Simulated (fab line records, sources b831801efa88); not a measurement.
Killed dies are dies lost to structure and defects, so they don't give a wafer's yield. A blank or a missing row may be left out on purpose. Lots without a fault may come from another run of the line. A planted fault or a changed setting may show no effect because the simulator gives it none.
Problem report in the 8D (eight disciplines) form, filled by code | flow gf180mcu | the parts of the form that need people (team, actions taken, sign-off) are left out

1. THE PROBLEM
developer_temp_C at GF_HV_LDD_DEVELOP_45 reads a mean of 21.99 C on 6 wafers of 2 lots; wafers without a fault read 23.01 C with a standard deviation of 0.11. That is -9.3 standard deviations from the usual mean.
The step: develop time 62.29 s.
First seen on wafer L443.1, day 16 23:40, on litho_track-04. The record holds 18 wafers of 6 lots with a number at this step. Rule for "out", or "out of limits": more than 4 standard deviations from the usual mean. The other wafers with a number count as sound.

2. WHAT IT IS AND WHAT IT IS NOT
question                    | is                     | is not
which readings at this step | developer_temp_C       | chill_plate_temp_C, resist_line_temp_C
which lots                  | L443, L445             | L430, L436, L449, L451
which wafers of those lots  | all that have a number | -
read on which tools         | litho_track-04         | litho_track-01, litho_track-03
when                        | from day 16 23:40      | up to then (6 sound wafers); but 6 sound wafers of L449, L451 came after

3. SUSPECTS, AND WHAT RULES EACH OUT
Counting: a tool at a process step up to the reading stays a suspect if it ran every lot that is out and no sound lot after the first of them.
- litho_track-04 at GF_HV_LDD_DEVELOP_45 (develop time 62.29 s): kept. It ran every lot that is out, first L443 (day 16 23:40), and no sound lot after that; its last sound lot up to then is L430 (day 12 09:19). Its own readings are out on those wafers: developer_temp_C.
Left after counting: litho_track-04 at GF_HV_LDD_DEVELOP_45.

4. THE CAUSE (what the simulator had put in)
Process parameter drift: litho_track-04, from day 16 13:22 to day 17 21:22, at GF_HV_LDD_DEVELOP_45. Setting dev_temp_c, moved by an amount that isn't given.
Counting left only this tool.

5. THE CHAIN OF EFFECTS, in route order
Each row: a reading whose mean over the struck wafers that have a number lies more than 3 standard deviations from the usual. Only readings for which the record gives a usual standard deviation are gone through. hours: the time from each lot's start at the first step in this table that gives one to its start at this step, as a median over the lots. sigmas: the change in usual standard deviations.
hours | step                 | reading          | usual   | on struck wafers | change | sigmas
0     | GF_HV_LDD_DEVELOP_45 | developer_temp_C | 23.01 C | 21.99            | -1.02  | -9.3
The process steps in it:
- GF_HV_LDD_DEVELOP_45: develop time 62.29 s.
Later measuring or inspecting steps at which every struck wafer that the step has a row for has a number for every such reading, and none has moved that far: GF_HV_LDD_CD_MEAS_46.

6. WHAT WOULD HAVE CAUGHT IT SOONER
In this record the first reading out of limits was taken at day 16 23:40, 10 hours after the fault began at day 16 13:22.
